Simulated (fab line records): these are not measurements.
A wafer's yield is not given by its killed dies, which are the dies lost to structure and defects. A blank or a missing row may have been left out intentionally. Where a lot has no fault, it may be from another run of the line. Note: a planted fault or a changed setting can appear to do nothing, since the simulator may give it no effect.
fab line records | flow sfqLine | part 1 of 2: steps 1 to 28 of 40
record: lots: 5 wafers: 15 lastDay: 81
route steps=325 shown JJ@197 M5@198 A5B@209 R5@212 I5@228
lots with no fault: from the same line, run without faults
startH: hours from the record's opening day to when the first of the lot's shown wafers began | waitH: hours since the lot's step before | " identical to the entry in the row above | L1.1+2: one row covering several wafers at once | - no value, or no start given | * or withheld: withheld | < > ~ a bound
route shown NAME@n: a module of which the file shows steps, and the number in the route of the first | usual: mean/standard deviation taken from wafers without a fault | same: alike in all rows | chamber/n: place in a boat | sites: each site's reading | _std_site: standard deviation across them | _edge_site: mean of outer sites minus mean of inner sites | radiusMm: how far each site lies from the wafer's centre | mask NAME#n: copy n | behind: the last tool/chamber to shape the wafer | hold: what put the lot on hold/how long, in hours/how the hold closed | device: the transistor (n, p or np) that didn't switch | end of line: the route-end tests of the same wafers | for a step that has no rows: nothing shown but its recipe | killed: at the first sort, the dies lost to defects and structure; wafer yield is something else | map: per-die view of a wafer (x killed, . not killed, _ where there is no die)
set.NAME: the setting that was run; set.NAME@STEP: the one run at that earlier step | model.NAME: the simulator's own value behind a step, which no gauge read
a table for each step, a row for each wafer; lots at some steps of the route
services: the hour from which a tool's chamber was out of use, counted from the record's first day as startH (under 0 if before that day), plus the number of hours and why
== steps ==
step: SFQ_TRILAYER_JJ_CE_STRIP_SOLV_CLEAN_121
recipe: chemistry: NMP tempC: 70 timeS: 600
same: timeS: 600
columns lot.wafer tool chamber startH waitH
L077.2+3+4 wetBench-01 5,2,4 927.37 0.5
L085.2+3+6 wetBench-02 0,6,3 1143.11 0.4
L087.2+5+6 wetBench-03 3,6,4 1412.71 0.4
L088.3+4+5 wetBench-02 4,6,5 1415.90 0.6
L096.2+3+6 wetBench-03 3,5,0 1436.55 0.4
step: SFQ_TRILAYER_M5_LITHO_COAT_128
recipe: resist: BARC spinRpm: 3000 resistThkNm: 62
columns lot.wafer tool chamber startH waitH
L077.2+3+4 lithoTrack-04 0 927.60 0.1
L085.2+3+6 lithoTrack-02 0 1143.33 0.1
L087.2+5+6 lithoTrack-01 0 1412.93 0.1
L088.3+4+5 lithoTrack-01 0 1416.17 0.1
L096.2+3+6 lithoTrack-04 0 1436.78 0.1
step: SFQ_TRILAYER_M5_LITHO_COAT_123
recipe: resist: KrF spinRpm: 3000 resistThkNm: 600
columns lot.wafer tool chamber startH waitH
L077.2+3+4 lithoTrack-04 0 927.90 0.2
L085.2+3+6 lithoTrack-02 0 1143.63 0.2
L087.2+5+6 lithoTrack-01 0 1413.23 0.2
L088.3+4+5 lithoTrack-01 0 1416.47 0.2
L096.2+3+6 lithoTrack-04 0 1437.08 0.2
step: SFQ_TRILAYER_M5_LITHO_SOFTBAKE_127
recipe: tempC: withheld timeS: withheld resist: KrF
columns lot.wafer tool chamber startH waitH
L077.2+3+4 lithoTrack-04 0 928.17 0.2
L085.2+3+6 lithoTrack-02 0 1143.91 0.2
L087.2+5+6 lithoTrack-01 0 1413.51 0.2
L088.3+4+5 lithoTrack-01 0 1416.72 0.2
L096.2+3+6 lithoTrack-04 0 1437.35 0.2
step: SFQ_TRILAYER_M5_LITHO_EXPOSE_124
recipe: maskId: M5 na: 0.6 sourceShape: conventional sigmaOuter: 0.65 targetCdNm: 700 doseMj: 14.4
columns lot.wafer tool chamber startH waitH mask
L077.2+3+4 krfScanner-02 0 1066.55 - M5#0
L085.2+3+6 krfScanner-01 0 1148.83 - M5#0
L087.2+5+6 krfScanner-01 0 1420.59 - M5#0
L088.3+4+5 krfScanner-01 0 1421.99 - M5#0
L096.2+3+6 krfScanner-02 0 1437.80 - M5#0
step: SFQ_TRILAYER_M5_LITHO_PEB_126
recipe: pebTempC: 115 pebTimeS: 60 resist: KrF
columns lot.wafer tool chamber startH waitH
L077.2+3+4 lithoTrack-01 0 1067.58 0.8
L085.2+3+6 lithoTrack-04 0 1149.85 0.8
L087.2+5+6 lithoTrack-04 0 1421.62 0.8
L088.3+4+5 lithoTrack-04 0 1422.84 0.7
L096.2+3+6 lithoTrack-02 0 1438.83 0.8
step: SFQ_TRILAYER_M5_LITHO_DEVELOP_125
recipe: timeS: 60 resist: KrF
same: timeS: 60
columns lot.wafer tool chamber startH waitH
L077.2+3+4 lithoTrack-01 0 1067.73 0.1
L085.2+3+6 lithoTrack-04 0 1150.00 0.1
L087.2+5+6 lithoTrack-04 0 1421.77 0.1
L088.3+4+5 lithoTrack-04 0 1422.99 0.1
L096.2+3+6 lithoTrack-02 0 1438.98 0.1
step: SFQ_M5_OVL_MEAS_932
usual: M5_OVL: 0/4.6
columns lot.wafer tool chamber startH waitH M5_OVL[nm]
L077.2 overlay-02 - 1067.86 0.1 1
L077.3 " - " " 2
L077.4 " - " " 5
L085.2 overlay-01 - 1150.14 0.1 4
L085.3 " - " " 1
L085.6 " - " " -3
L087.2 overlay-01 - 1421.90 0.1 2
L087.5 " - " " -2
L087.6 " - " " 6
L088.3 overlay-01 - 1423.10 0.1 -1
L088.4 " - " " 3
L088.5 " - " " -2
L096.2 overlay-01 - 1439.11 0.1 -6
L096.3 " - " " -2
L096.6 " - " " -2
step: SFQ_TRILAYER_M5_BARC_OPEN_METAL_ETCH_161
recipe: maskMaterial: PR chemistry: O2 targetDepthNm: 125 target: BARC icpW: 600 biasW: 80 pressureMtorr: 10 timeS: 41.7
usual: drypumpMotorCurrentA: 5.9/0.4 heBacksideLeakSccm: 3.44/0.29 oesProductAu: 0.685/0.0048
same: timeS: 41.7
columns lot.wafer tool chamber startH waitH drypumpMotorCurrentA heBacksideLeakSccm oesProductAu rfHoursCounterH
L077.2 rieMetal-01 1 1067.89 0.0 5.7 3.15 0.685 43
L077.3 " 1 " " 5.7 3.32 0.692 -
L077.4 " 0 " " 5.8 3.41 0.690 -
L085.2 rieMetal-04 0 1150.17 0.0 6.3 3.59 0.681 82
L085.3 " 0 " " 6.3 3.77 0.677 -
L085.6 " 0 " " 6.3 3.57 0.681 -
L087.2 rieMetal-02 1 1421.95 0.0 5.2 3.39 0.695 -
L087.5 " 1 " " 5.2 3.49 0.681 -
L087.6 " 1 " " 5.2 3.43 0.693 -
L088.3 rieMetal-01 0 1423.15 0.0 5.8 3.73 0.674 -
L088.4 " 1 " " 5.7 3.16 0.679 -
L088.5 " 0 " " 5.8 3.38 0.682 -
L096.2 rieMetal-04 1 1439.14 0.0 5.7 3.57 0.693 71
L096.3 " 0 " " 6.3 3.33 0.682 -
L096.6 " 1 " " 5.7 3.56 0.688 -
step: SFQ_TRILAYER_M5_ETCH_METAL_ETCH_126
recipe: target: Nb stopOn: SiO2 maskMaterial: PR overEtchFrac: 0.15 timeS: 203.2 chemistry: Cl2/BCl3 targetDepthNm: 265 icpW: 600 biasW: 80 pressureMtorr: 10
usual: drypumpMotorCurrentA: 5.9/0.4 heBacksideLeakSccm: 3.40/0.18 oesProductAu: 0.727/0.0054
same: overEtchFrac: 0.15 timeS: 203.2
columns lot.wafer tool chamber startH waitH drypumpMotorCurrentA heBacksideLeakSccm oesProductAu rfHoursCounterH
L077.2 rieMetal-01 1 1067.95 0.0 5.7 3.11 0.730 43
L077.3 " 1 " " 5.8 3.33 0.722 -
L077.4 " 0 " " 5.8 3.92 0.729 -
L085.2 rieMetal-04 0 1150.22 0.0 6.3 3.12 0.728 82
L085.3 " 0 " " 6.3 3.43 0.731 -
L085.6 " 0 " " 6.3 3.23 0.732 -
L087.2 rieMetal-02 1 1422.11 0.1 5.2 3.32 0.727 -
L087.5 " 1 " " 5.2 3.36 0.730 -
L087.6 " 1 " " 5.2 3.27 0.725 -
L088.3 rieMetal-01 0 1423.25 0.1 5.8 3.77 0.736 -
L088.4 " 1 " " 5.7 3.15 0.725 -
L088.5 " 0 " " 5.8 3.72 0.732 -
L096.2 rieMetal-04 1 1439.20 0.0 5.7 3.37 0.733 71
L096.3 " 0 " " 6.3 3.66 0.724 -
L096.6 " 1 " " 5.7 3.28 0.724 -
step: SFQ_TRILAYER_M5_STRIP_STRIP_127
recipe: gas: O2 powerW: 200 platenTempC: 40 overashFraction: 0.65 chemistry: O2 pressureMtorr: 50
usual: drypumpMotorCurrentA: 5.9/0.4 heBacksideLeakSccm: 3.41/0.17 oesProductAu: 1.004/0.0088
same: overashFraction: 0.65
columns lot.wafer tool chamber startH waitH drypumpMotorCurrentA heBacksideLeakSccm oesProductAu rfHoursCounterH
L077.2 rieMetal-01 1 1068.14 0.1 5.7 3.20 0.983 43
L077.3 " 1 " " 5.8 3.32 0.990 -
L077.4 " 0 " " 5.8 3.52 1.006 -
L085.2 rieMetal-04 0 1150.42 0.1 6.3 3.06 1.001 82
L085.3 " 0 " " 6.3 3.21 1.006 -
L085.6 " 0 " " 6.3 3.06 1.012 -
L087.2 rieMetal-02 1 1422.64 0.5 5.2 3.32 1.006 -
L087.5 " 1 " " 5.2 3.13 1.005 -
L087.6 " 1 " " 5.2 3.16 1.010 -
L088.3 rieMetal-01 0 1423.58 0.3 5.8 3.64 1.020 -
L088.4 " 1 " " 5.7 3.35 1.005 -
L088.5 " 0 " " 5.8 3.67 1.023 -
L096.2 rieMetal-04 1 1439.39 0.1 5.7 3.45 0.999 71
L096.3 " 0 " " 6.3 3.70 1.023 -
L096.6 " 1 " " 5.7 3.45 1.011 -
step: SFQ_TRILAYER_M5_STRIP_SOLV_CLEAN_128
recipe: chemistry: NMP tempC: 70 timeS: 600
same: timeS: 600
columns lot.wafer tool chamber startH waitH
L077.2+3+4 wetBench-01 4,1,5 1068.74 0.4
L085.2+3+6 wetBench-01 3,7,0 1151.02 0.4
L087.2+5+6 wetBench-01 5,6,0 1423.64 0.8
L088.3+4+5 wetBench-04 3,7,0 1423.98 0.2
L096.2+3+6 wetBench-04 2,3,7 1439.99 0.4
step: SFQ_TRILAYER_A5B_DEP_PECVD_129
recipe: material: SiO2 tempC: 150 timeS: 133.33 pressureTorr: 2.4 rfW: 183.3 precursor: SiH4/N2O targetThkNm: 600
usual: heaterPowerW: 81/9.3 throttleValvePct: 24.5/1
same: timeS: 133.33
columns lot.wafer tool chamber startH waitH heaterPowerW throttleValvePct
L077.2 pecvd-02 2 1068.94 0.0 59 24.4
L077.3 " 1 " " 89 22.9
L077.4 " 1 " " 78 23.3
L085.2 pecvd-02 0 1151.21 0.0 87 24.0
L085.3 " 1 " " 89 23.4
L085.6 " 0 " " 87 23.9
L087.2 pecvd-03 1 1423.83 0.0 83 23.8
L087.5 " 0 " " 90 25.0
L087.6 " 2 " " 90 23.6
L088.3 pecvd-01 2 1424.16 0.0 81 26.7
L088.4 " 0 " " 80 25.1
L088.5 " 2 " " 84 27.0
L096.2 pecvd-03 2 1440.17 0.0 81 23.8
L096.3 " 1 " " 77 23.9
L096.6 " 0 " " 85 25.4
step: SFQ_TRILAYER_A5B_CMP_CMP_130
recipe: stopOn: Nb downForcePsi: 3 platenRpm: 60 targetThkNm: 340.7
usual: motorCurrentA: 10.3/0.87 retainingRingPressureFrac: 1.000/0.0056
columns lot.wafer tool chamber startH waitH motorCurrentA retainingRingPressureFrac
L077.4 cmp-01 2 1076.00 7.0 10.1 1.004
L077.2 " 3 " " 10.6 1.004
L077.3 " 1 1077.50 8.5 11.0 0.998
L085.2 cmp-01 3 1152.30 1.0 11.2 0.991
L085.3 " 1 1153.30 2.0 11.0 0.997
L085.6 " 2 " " 9.7 1.006
L087.2 cmp-01 2 1442.69 18.8 9.6 1.009
L087.5 " 2 1444.69 20.8 10.3 1.003
L087.6 " 3 " " 11.0 0.999
L088.4 cmp-02 3 1444.89 20.6 9.9 1.001
L088.3 " 0 " " 10.3 0.998
L088.5 " 3 1446.89 22.6 9.7 0.994
L096.2 cmp-01 1 1457.69 17.5 11.2 0.995
L096.3 " 3 1458.69 18.5 11.0 1.000
L096.6 " 1 1459.69 19.4 10.9 0.991
step: SFQ_TRILAYER_A5B_METRO_MEASURE_131
usual: thkNm: 340/5.1
columns lot.wafer tool chamber startH waitH thkNm
L077.2 filmMetro-04 - 1079.20 2.2 343
L077.3 " - " " 340
L077.4 " - " " 333
L085.2 filmMetro-02 - 1155.00 2.2 339
L085.3 " - " " 340
L085.6 " - " " 335
L087.2 filmMetro-01 - 1445.89 2.7 335
L087.5 " - " " 328
L087.6 " - " " 345
L088.3 filmMetro-02 - 1448.29 2.4 337
L088.4 " - " " 336
L088.5 " - " " 341
L096.2 filmMetro-01 - 1460.89 2.7 336
L096.3 " - " " 334
L096.6 " - " " 326
step: SFQ_TRILAYER_R5_DEP_SPUTTER_132
recipe: material: Ti basePressurePa: 1.33e-06 targetThkNm: 5 powerW: 2000 timeS: 5 chamberPressurePa: 0.4
usual: throttleValvePct: 30.4/1.4
same: timeS: 5
columns lot.wafer tool chamber startH waitH throttleValvePct
L077.2 pvdSputter-04 - 1080.20 0.8 30.1
L077.3 " - " " 31.8
L077.4 " - " " 31.4
L085.2 pvdSputter-05 - 1156.00 0.8 30.0
L085.3 " - " " 29.9
L085.6 " - " " 28.9
L087.2 pvdSputter-03 - 1446.89 0.8 30.4
L087.5 " - " " 28.2
L087.6 " - " " 32.3
L088.3 pvdSputter-05 - 1449.09 0.6 29.1
L088.4 " - " " 29.9
L088.5 " - " " 29.9
L096.2 pvdSputter-04 - 1461.89 0.8 31.6
L096.3 " - " " 31.1
L096.6 " - " " 31.8
step: SFQ_TRILAYER_R5_DEP_SPUTTER_133
recipe: material: MoNx basePressurePa: 1.33e-06 targetThkNm: 40 powerW: 1000 timeS: 66.7 chamberPressurePa: 0.4
usual: throttleValvePct: 30.4/1.4
same: timeS: 66.7
columns lot.wafer tool chamber startH waitH throttleValvePct
L077.2 pvdSputter-04 - 1080.22 0.0 30.2
L077.3 " - " " 31.9
L077.4 " - " " 31.2
L085.2 pvdSputter-05 - 1156.02 0.0 30.3
L085.3 " - " " 29.6
L085.6 " - " " 29.0
L087.2 pvdSputter-03 - 1446.91 0.0 30.3
L087.5 " - " " 28.3
L087.6 " - " " 32.2
L088.3 pvdSputter-05 - 1449.11 0.0 28.9
L088.4 " - " " 29.8
L088.5 " - " " 29.8
L096.2 pvdSputter-04 - 1461.91 0.0 31.6
L096.3 " - " " 31.0
L096.6 " - " " 31.7
step: SFQ_TRILAYER_R5_DEP_SPUTTER_134
recipe: material: Ti basePressurePa: 1.33e-06 targetThkNm: 5 powerW: 2000 timeS: 5 chamberPressurePa: 0.4
usual: throttleValvePct: 30.3/1.5
same: timeS: 5
columns lot.wafer tool chamber startH waitH throttleValvePct
L077.2 pvdSputter-04 - 1080.28 0.0 30.5
L077.3 " - " " 31.7
L077.4 " - " " 31.4
L085.2 pvdSputter-05 - 1156.08 0.0 30.1
L085.3 " - " " 29.7
L085.6 " - " " 29.0
L087.2 pvdSputter-03 - 1446.96 0.0 30.3
L087.5 " - " " 28.2
L087.6 " - " " 32.1
L088.3 pvdSputter-05 - 1449.16 0.0 29.0
L088.4 " - " " 29.7
L088.5 " - " " 30.0
L096.2 pvdSputter-04 - 1461.96 0.0 31.4
L096.3 " - " " 31.0
L096.6 " - " " 32.0
step: SFQ_R5_RS_MEAS_933
recipe: thkMeasGauge: four-point-probe reads: Ti_of_TRILAYER_R5_DEP_SPUTTER_134+MoNx_of_TRILAYER_R5_DEP_SPUTTER_133+Ti_of_TRILAYER_R5_DEP_SPUTTER_132
usual: R5_MONX_RS: 7.03/0.068
columns lot.wafer tool chamber startH waitH R5_MONX_RS[ohm/sq]
L077.2 filmMetro-02 - 1080.32 0.0 6.98
L077.3 " - " " 7.00
L077.4 " - " " 7.02
L085.2 filmMetro-04 - 1156.12 0.0 7.09
L085.3 " - " " 7.09
L085.6 " - " " 7.02
L087.2 filmMetro-03 - 1447.00 0.0 7.00
L087.5 " - " " 6.98
L087.6 " - " " 6.94
L088.3 filmMetro-03 - 1449.22 0.0 7.02
L088.4 " - " " 7.01
L088.5 " - " " 7.03
L096.2 filmMetro-03 - 1462.00 0.0 7.05
L096.3 " - " " 7.12
L096.6 " - " " 7.02
step: SFQ_R5_THK_MEAS_934
recipe: thkMeasGauge: xrf reads: MoNx_of_TRILAYER_R5_DEP_SPUTTER_133
usual: R5_MONX_THK: 40.6/0.39
columns lot.wafer tool chamber startH waitH R5_MONX_THK[nm]
L077.2 filmMetro-02 - 1080.43 0.1 40.6
L077.3 " - " " 40.5
L077.4 " - " " 40.4
L085.2 filmMetro-04 - 1156.23 0.1 40.2
L085.3 " - " " 40.6
L085.6 " - " " 40.9
L087.2 filmMetro-03 - 1447.11 0.1 40.4
L087.5 " - " " 40.8
L087.6 " - " " 40.8
L088.3 filmMetro-03 - 1449.32 0.1 40.9
L088.4 " - " " 40.9
L088.5 " - " " 40.5
L096.2 filmMetro-03 - 1462.11 0.1 40.6
L096.3 " - " " 40.0
L096.6 " - " " 40.0
step: SFQ_TRILAYER_R5_LITHO_COAT_141
recipe: resist: BARC spinRpm: 3000 resistThkNm: 62
columns lot.wafer tool chamber startH waitH
L077.2+3+4 lithoTrack-03 0 1080.53 0.1
L085.2+3+6 lithoTrack-03 0 1156.33 0.1
L087.2+5+6 lithoTrack-04 0 1447.21 0.1
L088.3+4+5 lithoTrack-01 0 1449.46 0.1
L096.2+3+6 lithoTrack-04 0 1462.21 0.1
step: SFQ_TRILAYER_R5_LITHO_COAT_136
recipe: resist: KrF spinRpm: 3000 resistThkNm: 600
columns lot.wafer tool chamber startH waitH
L077.2+3+4 lithoTrack-03 0 1080.83 0.2
L085.2+3+6 lithoTrack-03 0 1156.63 0.2
L087.2+5+6 lithoTrack-04 0 1447.51 0.2
L088.3+4+5 lithoTrack-01 0 1449.76 0.2
L096.2+3+6 lithoTrack-04 0 1462.51 0.2
step: SFQ_TRILAYER_R5_LITHO_SOFTBAKE_140
recipe: tempC: withheld timeS: withheld resist: KrF
columns lot.wafer tool chamber startH waitH
L077.2+3+4 lithoTrack-03 0 1081.10 0.2
L085.2+3+6 lithoTrack-03 0 1156.90 0.2
L087.2+5+6 lithoTrack-04 0 1447.79 0.2
L088.3+4+5 lithoTrack-01 0 1450.01 0.2
L096.2+3+6 lithoTrack-04 0 1462.79 0.2
step: SFQ_TRILAYER_R5_LITHO_EXPOSE_137
recipe: maskId: R5 na: 0.6 sourceShape: conventional sigmaOuter: 0.65 targetCdNm: 500 doseMj: 14.4
columns lot.wafer tool chamber startH waitH mask
L077.2+3+4 krfScanner-01 0 1110.43 - R5#0
L085.2+3+6 krfScanner-02 0 1185.94 - R5#0
L087.2+5+6 krfScanner-02 0 1448.51 - R5#0
L088.3+4+5 krfScanner-02 0 1455.04 - R5#0
L096.2+3+6 krfScanner-01 0 1544.40 - R5#0
step: SFQ_TRILAYER_R5_LITHO_PEB_139
recipe: pebTempC: 115 pebTimeS: 60 resist: KrF
columns lot.wafer tool chamber startH waitH
L077.2+3+4 lithoTrack-04 0 1111.45 0.8
L085.2+3+6 lithoTrack-04 0 1186.97 0.8
L087.2+5+6 lithoTrack-04 0 1449.54 0.8
L088.3+4+5 lithoTrack-01 0 1455.89 0.7
L096.2+3+6 lithoTrack-01 0 1545.42 0.8
step: SFQ_TRILAYER_R5_LITHO_DEVELOP_138
recipe: timeS: 60 resist: KrF
same: timeS: 60
columns lot.wafer tool chamber startH waitH
L077.2+3+4 lithoTrack-04 0 1111.60 0.1
L085.2+3+6 lithoTrack-04 0 1187.12 0.1
L087.2+5+6 lithoTrack-04 0 1449.69 0.1
L088.3+4+5 lithoTrack-01 0 1456.04 0.1
L096.2+3+6 lithoTrack-01 0 1545.57 0.1
step: SFQ_R5_OVL_MEAS_935
usual: R5_OVL: 0/4.6
columns lot.wafer tool chamber startH waitH R5_OVL[nm]
L077.2 overlay-01 - 1111.74 0.1 0
L077.3 " - " " 3
L077.4 " - " " -2
L085.2 overlay-01 - 1187.25 0.1 -10
L085.3 " - " " 3
L085.6 " - " " -3
L087.2 overlay-01 - 1449.82 0.1 0
L087.5 " - " " 4
L087.6 " - " " 1
L088.3 overlay-01 - 1456.15 0.1 13
L088.4 " - " " 2
L088.5 " - " " 9
L096.2 overlay-02 - 1545.70 0.1 -7
L096.3 " - " " -4
L096.6 " - " " -2
step: SFQ_TRILAYER_R5_BARC_OPEN_METAL_ETCH_177
recipe: maskMaterial: PR chemistry: O2 targetDepthNm: 125 target: BARC icpW: 600 biasW: 80 pressureMtorr: 10 timeS: 41.7
usual: drypumpMotorCurrentA: 5.9/0.3 heBacksideLeakSccm: 3.44/0.18 oesProductAu: 0.686/0.0049
same: timeS: 41.7
columns lot.wafer tool chamber startH waitH drypumpMotorCurrentA heBacksideLeakSccm oesProductAu rfHoursCounterH
L077.2 rieMetal-04 0 1111.77 0.0 6.3 3.23 0.692 76
L077.3 " 1 " " 5.7 3.30 0.686 -
L077.4 " 0 " " 6.3 3.64 0.681 -
L085.2 rieMetal-04 0 1187.28 0.0 6.3 3.21 0.690 88
L085.3 " 1 " " 5.7 3.36 0.688 -
L085.6 " 1 " " 5.7 3.31 0.689 -
L087.2 rieMetal-04 0 1449.85 0.0 6.3 3.45 0.685 130
L087.5 " 0 " " 6.3 3.52 0.688 -
L087.6 " 1 " " 5.7 3.43 0.679 -
L088.3 rieMetal-04 1 1456.19 0.0 5.7 3.33 0.693 -
L088.4 " 0 " " 6.3 3.42 0.687 -
L088.5 " 1 " " 5.7 3.36 0.691 -
L096.2 rieMetal-01 1 1545.73 0.0 5.7 3.39 0.686 116
L096.3 " 1 " " 5.7 3.27 0.691 -
L096.6 " 0 " " 5.8 3.89 0.688 -
